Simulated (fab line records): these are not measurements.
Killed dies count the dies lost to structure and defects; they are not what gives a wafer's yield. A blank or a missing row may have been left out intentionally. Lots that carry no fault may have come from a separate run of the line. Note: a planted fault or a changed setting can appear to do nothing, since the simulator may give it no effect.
fab line records -- flow gf180mcu -- part 1 of 2: steps 1 to 30 of 39
[record] lots = 5, wafers = 15, last_day = 33
route steps=602 shown M3@425 V3@429 M4@456
lots with no fault: from the same line, run without faults
start_h: hours from the record's opening day to when the first of the lot's shown wafers began -- wait_h: hours from the lot's prior step to this one -- " identical to the entry in the row above -- L1.1+2: a single row standing in for several wafers -- - no value, or no start given -- * or withheld: withheld -- < > ~ a bound
route shown NAME@n: a module of which the file shows steps, and the number in the route of the first -- usual: mean/standard deviation of fault-free wafers -- same: alike in all rows -- chamber/n: place in a boat -- sites: per-site readings -- _std_site: standard deviation of those values -- _edge_site: inner sites' mean taken away from outer sites' mean -- radius_mm: for every site, how far away it sits from the centre of the wafer -- mask NAME#n: copy n -- behind: the most recent tool/chamber to have shaped the wafer -- hold: what put the lot on hold/how long, in hours/how the hold closed -- device: which transistor (n, p or np) failed to switch -- end of line: the route-end tests of the same wafers -- a step given without rows: its recipe and nothing more -- killed: count of dies lost to structure and defects at first sort (not the wafer's yield) -- map: the dies of a wafer, with x for killed, . for not killed, _ for no die there
set.NAME: the setting as run; set.NAME@STEP: as run at that earlier step -- model.NAME: the simulator's own value behind a step, which no gauge read
a table for each step, a row for each wafer; lots at some steps of the route
services: a tool's chamber out of use, with start hour (start_h, from the record's first day; less than 0 if before it), hours out, and reason
[[steps]]
[step GF_M3_METAL_ETCH_16]
[recipe] chemistry = Cl2/BCl3, mask_material = KrF, target_depth_nm = 750.8, stop_on = SiO2, pressure_mtorr = 8, icp_w = 800, bias_w = 140, Cl2_flow_sccm = 80, bcl3_flow_sccm = 40, time_s = 125.1
[usual] bias_w = 140.1/0.46, drypump_motor_current_A = 5.5/0.43, oes_product_au = 0.991/0.0048, throttle_valve_pct = 28.230/0.0083
lot.wafer,tool,chamber,start_h,wait_h,bias_w,drypump_motor_current_A,oes_product_au,rf_hours_counter_h,throttle_valve_pct
L082.1,rie_metal-02,1,564.16,0.0,139.9,5.7,0.988,10,28.231
L082.4,rie_metal-02,1,564.16,0.0,139.4,5.7,0.984,-,28.223
L082.6,rie_metal-02,1,564.16,0.0,139.4,5.7,0.986,-,28.225
L085.2,rie_metal-02,0,585.00,0.0,139.0,5.0,0.994,13,28.229
L085.3,rie_metal-02,1,585.00,0.0,139.7,5.7,0.995,-,28.227
L085.4,rie_metal-02,0,585.00,0.0,140.2,4.9,0.994,-,28.234
L091.2,rie_metal-03,1,629.78,0.0,139.5,6.2,0.993,7,28.230
L091.5,rie_metal-03,0,629.78,0.0,140.8,5.5,0.999,-,28.235
L091.6,rie_metal-03,1,629.78,0.0,139.9,6.3,0.994,-,28.230
L092.1,rie_metal-03,1,638.81,0.0,139.6,6.3,0.995,8,28.230
L092.3,rie_metal-03,0,638.81,0.0,141.4,5.5,0.994,-,28.244
L092.4,rie_metal-03,1,638.81,0.0,139.8,6.3,0.994,-,28.227
L093.1,rie_metal-04,0,641.11,0.0,138.9,5.1,0.994,12,28.237
L093.4,rie_metal-04,1,641.11,0.0,140.2,5.5,0.994,-,28.228
L093.5,rie_metal-04,0,641.11,0.0,140.1,5.1,0.983,-,28.230
[step GF_M3_STRIP_17]
[recipe] chemistry = O2/N2, power_w = 1400, pressure_mtorr = 1500, platen_temp_c = 250, o2_flow_sccm = 3000, n2_flow_sccm = 300, overash_fraction = 0.5
[usual] drypump_motor_current_A = 6.0/0.58, heater_power_w = 326/33, oes_product_au = 0.537/0.0042, strip_time_to_endpoint_s = 7.37/0.035
lot.wafer,tool,chamber,start_h,wait_h,drypump_motor_current_A,heater_power_w,oes_product_au,rf_hours_counter_h,strip_time_to_endpoint_s
L082.1,plasma_asher-04,1,564.29,0.1,5.2,287,0.543,85,7.40
L082.4,plasma_asher-04,0,564.29,0.1,5.7,329,0.539,-,7.40
L082.6,plasma_asher-04,1,564.29,0.1,5.2,287,0.539,-,7.42
L085.2,plasma_asher-01,0,585.13,0.1,5.3,282,0.532,99,7.38
L085.3,plasma_asher-01,1,585.13,0.1,6.1,383,0.529,-,7.36
L085.4,plasma_asher-01,0,585.13,0.1,5.3,282,0.535,-,7.37
L091.2,plasma_asher-01,1,629.95,0.1,6.0,383,0.540,104,7.38
L091.5,plasma_asher-01,0,629.95,0.1,5.3,290,0.533,-,7.32
L091.6,plasma_asher-01,1,629.95,0.1,6.0,380,0.539,-,7.40
L092.1,plasma_asher-03,0,638.94,0.1,6.6,318,0.541,58,7.33
L092.3,plasma_asher-03,1,638.94,0.1,6.6,367,0.540,-,7.30
L092.4,plasma_asher-03,0,638.94,0.1,6.6,315,0.531,-,7.35
L093.1,plasma_asher-04,0,641.24,0.1,5.7,317,0.537,94,7.39
L093.4,plasma_asher-04,0,641.24,0.1,5.6,323,0.534,-,7.41
L093.5,plasma_asher-04,1,641.24,0.1,5.2,294,0.539,-,7.40
[step GF_M3_STRIP_18]
[recipe] chemistry = post_etch_residue_remover, time_s = 1200, temp_c = 72.5
lot.wafer,tool,chamber,start_h,wait_h
L082.1+4+6,wet_bench-04,1,564.39,0.1
L085.2+3+4,wet_bench-03,2,585.23,0.1
L091.2+5+6,wet_bench-04,2,630.05,0.1
L092.1+3+4,wet_bench-02,2,639.04,0.1
L093.1+4+5,wet_bench-03,1,641.34,0.1
[step GF_M3_CLEAN_19]
[recipe] chemistry = DIW, dry = n2_spin
lot.wafer,tool,chamber,start_h,wait_h
L082.1+4+6,wet_bench-02,1,564.73,0.0
L085.2+3+4,wet_bench-02,0,585.57,0.0
L091.2+5+6,wet_bench-03,0,630.39,0.0
L092.1+3+4,wet_bench-03,2,639.41,0.0
L093.1+4+5,wet_bench-02,0,642.02,0.0
[step GF_V3_CVD_00]
[recipe] material = SiO2, target_thk_nm = 600, sigma_open_frac = 0.3, temp_c = 400, time_s = 100, sih4_flow_sccm = 60, pressure_mtorr = 6
lot.wafer,tool,chamber,start_h,wait_h
L082.1+4+6,hdpcvd-01,"0,2,0",564.82,0.0
L085.2+3+4,hdpcvd-02,"2,0,1",585.66,0.0
L091.2+5+6,hdpcvd-02,"0,2,0",630.49,0.0
L092.1+3+4,hdpcvd-02,"2,0,2",639.60,0.0
L093.1+4+5,hdpcvd-01,"2,2,1",642.13,0.0
[step GF_V3_THK_MEAS_01]
[recipe] reads = SiO2_of_V3_CVD_00
[usual] V3_CVD_00_THK = 601/5.3
lot.wafer,tool,chamber,start_h,wait_h,V3_CVD_00_THK[nm]
L082.1,film_metro-01,-,564.89,0.0,607
L082.4,film_metro-01,-,564.89,0.0,608
L082.6,film_metro-01,-,564.89,0.0,605
L085.2,film_metro-04,-,585.74,0.0,601
L085.3,film_metro-04,-,585.74,0.0,595
L085.4,film_metro-04,-,585.74,0.0,591
L091.2,film_metro-02,-,630.57,0.0,596
L091.5,film_metro-02,-,630.57,0.0,605
L091.6,film_metro-02,-,630.57,0.0,604
L092.1,film_metro-04,-,639.67,0.0,602
L092.3,film_metro-04,-,639.67,0.0,600
L092.4,film_metro-04,-,639.67,0.0,596
L093.1,film_metro-04,-,642.20,0.0,613
L093.4,film_metro-04,-,642.20,0.0,603
L093.5,film_metro-04,-,642.20,0.0,601
[step GF_V3_CVD_02]
[recipe] material = SiO2, target_thk_nm = 850, precursor = TEOS, temp_c = 400, time_s = 94.851, rf_w = 600
[usual] heater_power_w = 691/96
lot.wafer,tool,chamber,start_h,wait_h,heater_power_w
L082.1,pecvd-04,2,564.95,0.1,581
L082.4,pecvd-04,0,564.95,0.1,860
L082.6,pecvd-04,1,564.95,0.1,582
L085.2,pecvd-02,0,585.79,0.0,731
L085.3,pecvd-02,2,585.79,0.0,628
L085.4,pecvd-02,1,585.79,0.0,733
L091.2,pecvd-02,0,630.62,0.0,681
L091.5,pecvd-02,2,630.62,0.0,703
L091.6,pecvd-02,0,630.62,0.0,724
L092.1,pecvd-01,0,639.73,0.1,757
L092.3,pecvd-01,1,639.73,0.1,779
L092.4,pecvd-01,2,639.73,0.1,515
L093.1,pecvd-04,2,642.26,0.1,513
L093.4,pecvd-04,2,642.26,0.1,570
L093.5,pecvd-04,1,642.26,0.1,635
[step GF_V3_THK_MEAS_03]
[recipe] reads = SiO2_of_V3_CVD_02
[usual] V3_CVD_02_THK = 847/11
lot.wafer,tool,chamber,start_h,wait_h,V3_CVD_02_THK[nm]
L082.1,film_metro-02,-,565.02,0.0,847
L082.4,film_metro-02,-,565.02,0.0,860
L082.6,film_metro-02,-,565.02,0.0,856
L085.2,film_metro-02,-,585.87,0.0,840
L085.3,film_metro-02,-,585.87,0.0,851
L085.4,film_metro-02,-,585.87,0.0,854
L091.2,film_metro-01,-,630.70,0.0,833
L091.5,film_metro-01,-,630.70,0.0,848
L091.6,film_metro-01,-,630.70,0.0,851
L092.1,film_metro-01,-,639.80,0.0,842
L092.3,film_metro-01,-,639.80,0.0,847
L092.4,film_metro-01,-,639.80,0.0,856
L093.1,film_metro-02,-,642.33,0.0,852
L093.4,film_metro-02,-,642.33,0.0,866
L093.5,film_metro-02,-,642.33,0.0,874
[step GF_V3_CMP_04]
[recipe] material = SiO2, down_force_psi = 4, platen_rpm = 60, pad_velocity_m_s = 0.94248
[usual] motor_current_A = 12.2/1.2, slurry_filter_dp_kPa = 13.50/0.15, time_to_endpoint_s = 81/4.9
lot.wafer,tool,chamber,start_h,wait_h,motor_current_A,slurry_filter_dp_kPa,time_to_endpoint_s
L082.1,cmp-02,0,565.18,0.1,10.8,13.33,87
L082.4,cmp-02,1,565.18,0.1,13.1,13.67,88
L082.6,cmp-02,2,565.18,0.1,12.9,13.59,91
L085.2,cmp-01,0,586.34,0.5,11.7,13.47,81
L085.4,cmp-01,1,586.34,0.5,11.4,13.35,81
L085.3,cmp-01,2,586.34,0.5,13.8,13.55,79
L091.2,cmp-01,3,630.80,0.1,10.5,13.40,76
L091.6,cmp-01,2,630.80,0.1,13.4,13.20,78
L091.5,cmp-01,3,630.80,0.1,10.5,13.46,80
L092.1,cmp-01,3,639.86,0.1,10.5,13.79,79
L092.4,cmp-01,0,639.86,0.1,12.1,13.60,88
L092.3,cmp-01,1,639.86,0.1,11.8,13.66,81
L093.4,cmp-02,1,642.44,0.1,13.0,13.46,87
L093.1,cmp-02,3,642.44,0.1,12.4,13.59,86
L093.5,cmp-02,1,642.44,0.1,12.4,13.79,91
[step GF_V3_BOW_MEAS_05]
[recipe] mode = bow
[usual] V3_BOW = 116/8.3
lot.wafer,tool,chamber,start_h,wait_h,V3_BOW[um]
L082.1,film_metro-01,-,565.38,0.1,125
L082.4,film_metro-01,-,565.38,0.1,107
L082.6,film_metro-01,-,565.38,0.1,110
L085.2,film_metro-02,-,586.66,0.3,108
L085.3,film_metro-02,-,586.66,0.3,114
L085.4,film_metro-02,-,586.66,0.3,110
L091.2,film_metro-02,-,631.07,0.2,117
L091.5,film_metro-02,-,631.07,0.2,119
L091.6,film_metro-02,-,631.07,0.2,102
L092.1,film_metro-02,-,640.16,0.2,104
L092.3,film_metro-02,-,640.16,0.2,112
L092.4,film_metro-02,-,640.16,0.2,112
L093.1,film_metro-01,-,642.69,0.1,107
L093.4,film_metro-01,-,642.69,0.1,103
L093.5,film_metro-01,-,642.69,0.1,122
[step GF_V3_DEHYDRATE_06]
[recipe] temp_c = 200, time_s = 60
lot.wafer,tool,chamber,start_h,wait_h
L082.1+4+6,litho_track-02,0,575.70,10.3
L085.2+3+4,litho_track-03,0,596.75,10.1
L091.2+5+6,litho_track-01,0,640.74,9.7
L092.1+3+4,litho_track-02,0,649.30,9.1
L093.1+4+5,litho_track-01,0,651.97,9.3
[step GF_V3_HMDS_07]
[recipe] prime_time_s = 60, prime_temp_c = 120
lot.wafer,tool,chamber,start_h,wait_h
L082.1+4+6,litho_track-02,0,575.85,0.1
L085.2+3+4,litho_track-03,0,596.90,0.1
L091.2+5+6,litho_track-01,0,640.89,0.1
L092.1+3+4,litho_track-02,0,649.45,0.1
L093.1+4+5,litho_track-01,0,652.12,0.1
[step GF_V3_COAT_08]
[recipe] resist = BARC, temp_c = withheld, time_s = withheld, spin_rpm = withheld, resist_thk_nm = withheld
lot.wafer,tool,chamber,start_h,wait_h
L082.1+4+6,litho_track-02,0,576.00,0.1
L085.2+3+4,litho_track-03,0,597.05,0.1
L091.2+5+6,litho_track-01,0,641.04,0.1
L092.1+3+4,litho_track-02,0,649.60,0.1
L093.1+4+5,litho_track-01,0,652.27,0.1
[step GF_V3_COAT_09]
[recipe] resist = KrF, spin_rpm = withheld, resist_thk_nm = 1000
lot.wafer,tool,chamber,start_h,wait_h
L082.1+4+6,litho_track-02,0,-,-
L085.2+3+4,litho_track-03,0,-,-
L091.2+5+6,litho_track-01,0,-,-
L092.1+3+4,litho_track-02,0,-,-
L093.1+4+5,litho_track-01,0,-,-
[step GF_V3_SOFTBAKE_10]
[recipe] temp_c = 130, time_s = 60, resist = KrF
lot.wafer,tool,chamber,start_h,wait_h
L082.1+4+6,litho_track-02,0,-,-
L085.2+3+4,litho_track-03,0,-,-
L091.2+5+6,litho_track-01,0,-,-
L092.1+3+4,litho_track-02,0,-,-
L093.1+4+5,litho_track-01,0,-,-
[step GF_V3_EXPOSE_11]
[recipe] mask_id = Via3, target_cd_nm = 260, na = 0.68, source_shape = conventional, sigma_outer = 0.6, dose_mj = 38
[same] sigma_outer = 0.6
lot.wafer,tool,chamber,start_h,wait_h,mask
L082.1+4+6,krf_scanner-01,0,-,-,Via3#0
L085.2+3+4,krf_scanner-01,0,-,-,Via3#0
L091.2+5+6,krf_scanner-01,0,-,-,Via3#0
L092.1+3+4,krf_scanner-02,0,-,-,Via3#0
L093.1+4+5,krf_scanner-02,0,-,-,Via3#0
[step GF_V3_PEB_12]
[recipe] peb_temp_c = 135, peb_time_s = 90, resist = KrF
[same] peb_time_s = 90
lot.wafer,tool,chamber,start_h,wait_h
L082.1+4+6,litho_track-02,0,-,-
L085.2+3+4,litho_track-01,0,-,-
L091.2+5+6,litho_track-03,0,-,-
L092.1+3+4,litho_track-01,0,-,-
L093.1+4+5,litho_track-01,0,-,-
[step GF_V3_DEVELOP_13]
[recipe] develop_time_s = 60, resist = KrF, dev_temp_c = 21
lot.wafer,tool,chamber,start_h,wait_h
L082.1+4+6,litho_track-02,0,586.60,0.2
L085.2+3+4,litho_track-01,0,607.39,0.2
L091.2+5+6,litho_track-03,0,650.65,0.2
L092.1+3+4,litho_track-01,0,659.57,0.2
L093.1+4+5,litho_track-01,0,662.27,0.2
[step GF_V3_CD_MEAS_14]
[recipe] target_cd_nm = 260
[usual] cd_nm = 260.5/1.2
lot.wafer,tool,chamber,start_h,wait_h,cd_nm
L082.1,cd_sem-01,-,586.75,0.1,261.7
L082.4,cd_sem-01,-,586.75,0.1,261.8
L082.6,cd_sem-01,-,586.75,0.1,261.2
L085.2,cd_sem-02,-,607.54,0.1,260.4
L085.3,cd_sem-02,-,607.54,0.1,260.6
L085.4,cd_sem-02,-,607.54,0.1,260.4
L091.2,cd_sem-02,-,650.79,0.1,262.6
L091.5,cd_sem-02,-,650.79,0.1,263.0
L091.6,cd_sem-02,-,650.79,0.1,263.9
L092.1,cd_sem-02,-,659.72,0.1,261.0
L092.3,cd_sem-02,-,659.72,0.1,261.6
L092.4,cd_sem-02,-,659.72,0.1,260.4
L093.1,cd_sem-02,-,662.42,0.1,261.2
L093.4,cd_sem-02,-,662.42,0.1,260.4
L093.5,cd_sem-02,-,662.42,0.1,260.6
[step GF_V3_OVL_MEAS_15]
[usual] V3_OVL = 7/5.8
lot.wafer,tool,chamber,start_h,wait_h,V3_OVL[nm]
L082.1,overlay-01,-,586.87,0.1,11
L082.4,overlay-01,-,586.87,0.1,11
L082.6,overlay-01,-,586.87,0.1,14
L085.2,overlay-01,-,607.65,0.1,3
L085.3,overlay-01,-,607.65,0.1,2
L085.4,overlay-01,-,607.65,0.1,5
L091.2,overlay-01,-,650.90,0.1,10
L091.5,overlay-01,-,650.90,0.1,8
L091.6,overlay-01,-,650.90,0.1,4
L092.1,overlay-02,-,659.84,0.1,16
L092.3,overlay-02,-,659.84,0.1,10
L092.4,overlay-02,-,659.84,0.1,4
L093.1,overlay-02,-,662.54,0.1,7
L093.4,overlay-02,-,662.54,0.1,7
L093.5,overlay-02,-,662.54,0.1,0
[step GF_V3_ETCH_16]
[recipe] chemistry = N2/H2, target_depth_a = withheld, overetch_a = withheld, time_s = withheld, target = BARC, ion_energy_ev = 200, source_w = 500, bias_w = 100, pressure_mtorr = 30, n2_flow_sccm = 100, h2_flow_sccm = 200
[usual] bias_w = 100.02/0.29, drypump_motor_current_A = 5.7/0.51, oes_product_au = 0.855/0.0047, throttle_valve_pct = 13.224/0.008
lot.wafer,tool,chamber,start_h,wait_h,bias_w,drypump_motor_current_A,oes_product_au,throttle_valve_pct
L082.1,rie_diel-01,3,586.91,0.0,100.06,6.5,0.861,13.239
L082.4,rie_diel-01,2,586.91,0.0,99.94,6.2,0.854,13.233
L082.6,rie_diel-01,2,586.91,0.0,100.05,6.2,0.859,13.225
L085.2,rie_diel-02,0,607.68,0.0,100.64,5.7,0.855,13.230
L085.3,rie_diel-02,1,607.68,0.0,100.06,5.8,0.851,13.217
L085.4,rie_diel-02,1,607.68,0.0,99.48,5.9,0.850,13.236
L091.2,rie_diel-02,0,650.93,0.0,99.82,5.7,0.856,13.216
L091.5,rie_diel-02,3,650.93,0.0,99.82,5.1,0.848,13.218
L091.6,rie_diel-02,2,650.93,0.0,100.32,6.5,0.857,13.211
L092.1,rie_diel-04,1,659.88,0.0,99.32,5.1,0.851,13.221
L092.3,rie_diel-04,2,659.88,0.0,99.85,6.1,0.857,13.221
L092.4,rie_diel-04,3,659.88,0.0,99.66,5.1,0.856,13.221
L093.1,rie_diel-01,0,662.58,0.0,99.97,5.4,0.850,13.222
L093.4,rie_diel-01,1,662.58,0.0,100.11,5.9,0.860,13.217
L093.5,rie_diel-01,0,662.58,0.0,99.65,5.4,0.856,13.219
[step GF_V3_ETCH_17]
[recipe] chemistry = C4F8/O2/Ar, mask_material = KrF, target = SiO2, stop_on = TiN, source_w = 1500, bias_w = 1200, pressure_mtorr = 40, c4f8_flow_sccm = withheld, O2_flow_sccm = 6, Ar_flow_sccm = 300, time_s = withheld, target_depth_a = 6350
[usual] bias_w = 1200/3.7, oes_product_au = 0.856/0.0044
lot.wafer,tool,chamber,start_h,wait_h,bias_w,oes_product_au
L082.1,rie_diel-01,3,-,-,1201,0.858
L082.4,rie_diel-01,2,-,-,1201,0.864
L082.6,rie_diel-01,2,-,-,1199,0.866
L085.2,rie_diel-02,0,-,-,1202,0.857
L085.3,rie_diel-02,1,-,-,1206,0.854
L085.4,rie_diel-02,1,-,-,1203,0.850
L091.2,rie_diel-02,0,-,-,1199,0.855
L091.5,rie_diel-02,3,-,-,1200,0.851
L091.6,rie_diel-02,2,-,-,1198,0.851
L092.1,rie_diel-04,1,-,-,1197,0.854
L092.3,rie_diel-04,2,-,-,1200,0.852
L092.4,rie_diel-04,3,-,-,1193,0.850
L093.1,rie_diel-01,0,-,-,1201,0.854
L093.4,rie_diel-01,1,-,-,1197,0.858
L093.5,rie_diel-01,0,-,-,1200,0.859
[step GF_V3_STRIP_18]
[recipe] chemistry = O2/N2, power_w = 1400, pressure_mtorr = 1500, platen_temp_c = 250, o2_flow_sccm = 3000, n2_flow_sccm = 300, overash_fraction = 0.5
[usual] drypump_motor_current_A = 6.2/0.47, heater_power_w = 341/33, oes_product_au = 0.592/0.0046
lot.wafer,tool,chamber,start_h,wait_h,drypump_motor_current_A,heater_power_w,oes_product_au,rf_hours_counter_h
L082.1,plasma_asher-03,1,587.04,-,6.5,362,0.598,52
L082.4,plasma_asher-03,0,587.04,-,6.6,317,0.591,-
L082.6,plasma_asher-03,0,587.04,-,6.6,318,0.593,-
L085.2,plasma_asher-02,1,607.80,-,5.9,328,0.588,18
L085.3,plasma_asher-02,0,607.80,-,5.7,375,0.588,-
L085.4,plasma_asher-02,1,607.80,-,5.9,329,0.585,-
L091.2,plasma_asher-01,1,651.06,-,6.0,374,0.596,106
L091.5,plasma_asher-01,0,651.06,-,5.3,282,0.591,-
L091.6,plasma_asher-01,1,651.06,-,6.0,380,0.599,-
L092.1,plasma_asher-03,0,660.00,-,6.6,318,0.591,60
L092.3,plasma_asher-03,1,660.00,-,6.6,372,0.601,-
L092.4,plasma_asher-03,0,660.00,-,6.6,312,0.592,-
L093.1,plasma_asher-01,0,662.70,-,5.3,279,0.592,107
L093.4,plasma_asher-01,0,662.70,-,5.3,288,0.587,-
L093.5,plasma_asher-01,0,662.70,-,5.3,283,0.582,-
[step GF_V3_STRIP_19]
[recipe] chemistry = post_etch_residue_remover, time_s = 1200, temp_c = 72.5
lot.wafer,tool,chamber,start_h,wait_h
L082.1+4+6,wet_bench-03,2,587.14,0.1
L085.2+3+4,wet_bench-04,1,607.90,0.1
L091.2+5+6,wet_bench-04,3,651.16,0.1
L092.1+3+4,wet_bench-01,3,660.10,0.1
L093.1+4+5,wet_bench-04,1,662.80,0.1
[step GF_V3_CLEAN_20]
[recipe] chemistry = DIW, dry = n2_spin
lot.wafer,tool,chamber,start_h,wait_h
L082.1+4+6,wet_bench-04,3,587.48,0.0
L085.2+3+4,wet_bench-01,1,608.25,0.0
L091.2+5+6,wet_bench-01,1,651.53,0.0
L092.1+3+4,wet_bench-01,0,660.79,0.0
L093.1+4+5,wet_bench-01,3,663.49,0.0
[step GF_V3_SPUTTER_21]
[recipe] material = Ti, target_thk_nm = 15, chamber_pressure_pa = 5, power_w = 2500, substrate_temp_c = 200, time_s = 80.02
[usual] throttle_valve_pct = 29.6/0.7
lot.wafer,tool,chamber,start_h,wait_h,throttle_valve_pct
L082.1,pvd_sputter-01,-,587.59,0.0,31.3
L082.4,pvd_sputter-01,-,587.59,0.0,28.8
L082.6,pvd_sputter-01,-,587.59,0.0,31.2
L085.2,pvd_sputter-02,-,608.34,0.0,30.5
L085.3,pvd_sputter-02,-,608.34,0.0,28.4
L085.4,pvd_sputter-02,-,608.34,0.0,30.2
L091.2,pvd_sputter-01,-,651.64,0.0,29.4
L091.5,pvd_sputter-01,-,651.64,0.0,28.7
L091.6,pvd_sputter-01,-,651.64,0.0,29.5
L092.1,pvd_sputter-02,-,660.97,0.0,30.0
L092.3,pvd_sputter-02,-,660.97,0.0,30.4
L092.4,pvd_sputter-02,-,660.97,0.0,28.5
L093.1,pvd_sputter-03,-,663.67,0.0,30.0
L093.4,pvd_sputter-03,-,663.67,0.0,29.9
L093.5,pvd_sputter-03,-,663.67,0.0,29.5
[step GF_V3_SPUTTER_22]
[recipe] material = TiN, target_thk_nm = 10, chamber_pressure_pa = 5, power_w = 4000, time_s = 40
[usual] throttle_valve_pct = 29.6/0.7
lot.wafer,tool,chamber,start_h,wait_h,throttle_valve_pct
L082.1,pvd_sputter-01,-,587.65,0.0,31.2
L082.4,pvd_sputter-01,-,587.65,0.0,28.8
L082.6,pvd_sputter-01,-,587.65,0.0,31.2
L085.2,pvd_sputter-02,-,608.40,0.0,30.4
L085.3,pvd_sputter-02,-,608.40,0.0,28.4
L085.4,pvd_sputter-02,-,608.40,0.0,30.2
L091.2,pvd_sputter-01,-,651.70,0.0,29.1
L091.5,pvd_sputter-01,-,651.70,0.0,28.9
L091.6,pvd_sputter-01,-,651.70,0.0,29.6
L092.1,pvd_sputter-02,-,661.03,0.0,29.9
L092.3,pvd_sputter-02,-,661.03,0.0,30.4
L092.4,pvd_sputter-02,-,661.03,0.0,28.2
L093.1,pvd_sputter-03,-,663.73,0.0,29.9
L093.4,pvd_sputter-03,-,663.73,0.0,30.0
L093.5,pvd_sputter-03,-,663.73,0.0,29.5
[step GF_V3_CVD_23]
[recipe] material = W, target_thk_nm = 350, time_s = 104.9, temp_c = 400, pressure_torr = 40
[usual] heater_power_w = 822/46
lot.wafer,tool,chamber,start_h,wait_h,heater_power_w
L082.1,cvd_w-02,1,587.69,0.0,836
L082.4,cvd_w-02,1,587.69,0.0,793
L082.6,cvd_w-02,1,587.69,0.0,807
L085.2,cvd_w-01,0,608.44,0.0,889
L085.3,cvd_w-01,1,608.44,0.0,854
L085.4,cvd_w-01,0,608.44,0.0,895
L091.2,cvd_w-01,1,651.74,0.0,876
L091.5,cvd_w-01,1,651.74,0.0,870
L091.6,cvd_w-01,0,651.74,0.0,879
L092.1,cvd_w-01,0,661.07,0.0,889
L092.3,cvd_w-01,0,661.07,0.0,891
L092.4,cvd_w-01,1,661.07,0.0,870
L093.1,cvd_w-02,1,663.77,0.0,811
L093.4,cvd_w-02,1,663.77,0.0,809
L093.5,cvd_w-02,0,663.77,0.0,768
[step GF_V3_RS_MEAS_24]
[recipe] thk_meas_gauge = four-point-probe, reads = W_of_V3_CVD_23+TiN_of_V3_SPUTTER_22+Ti_of_V3_SPUTTER_21
[usual] V3_W_RS = 0.328/0.0031
lot.wafer,tool,chamber,start_h,wait_h,V3_W_RS[ohm/sq]
L082.1,film_metro-01,-,587.80,0.1,0.330
L082.4,film_metro-01,-,587.80,0.1,0.327
L082.6,film_metro-01,-,587.80,0.1,0.328
L085.2,film_metro-04,-,608.57,0.1,0.333
L085.3,film_metro-04,-,608.57,0.1,0.329
L085.4,film_metro-04,-,608.57,0.1,0.329
L091.2,film_metro-01,-,651.87,0.1,0.325
L091.5,film_metro-01,-,651.87,0.1,0.324
L091.6,film_metro-01,-,651.87,0.1,0.329
L092.1,film_metro-01,-,661.18,0.1,0.327
L092.3,film_metro-01,-,661.18,0.1,0.327
L092.4,film_metro-01,-,661.18,0.1,0.326
L093.1,film_metro-02,-,663.88,0.1,0.332
L093.4,film_metro-02,-,663.88,0.1,0.337
L093.5,film_metro-02,-,663.88,0.1,0.333
[step GF_V3_THK_MEAS_25]
[recipe] thk_meas_gauge = xrf, reads = W_of_V3_CVD_23
[usual] V3_W_THK = 347/4.4
lot.wafer,tool,chamber,start_h,wait_h,V3_W_THK[nm]
L082.1,film_metro-01,-,587.92,0.1,350
L082.4,film_metro-01,-,587.92,0.1,352
L082.6,film_metro-01,-,587.92,0.1,352
L085.2,film_metro-04,-,608.68,0.1,342
L085.3,film_metro-04,-,608.68,0.1,344
L085.4,film_metro-04,-,608.68,0.1,344
L091.2,film_metro-01,-,651.98,0.1,351
L091.5,film_metro-01,-,651.98,0.1,354
L091.6,film_metro-01,-,651.98,0.1,347
L092.1,film_metro-01,-,661.30,0.1,348
L092.3,film_metro-01,-,661.30,0.1,351
L092.4,film_metro-01,-,661.30,0.1,351
L093.1,film_metro-02,-,664.00,0.1,342
L093.4,film_metro-02,-,664.00,0.1,338
L093.5,film_metro-02,-,664.00,0.1,341
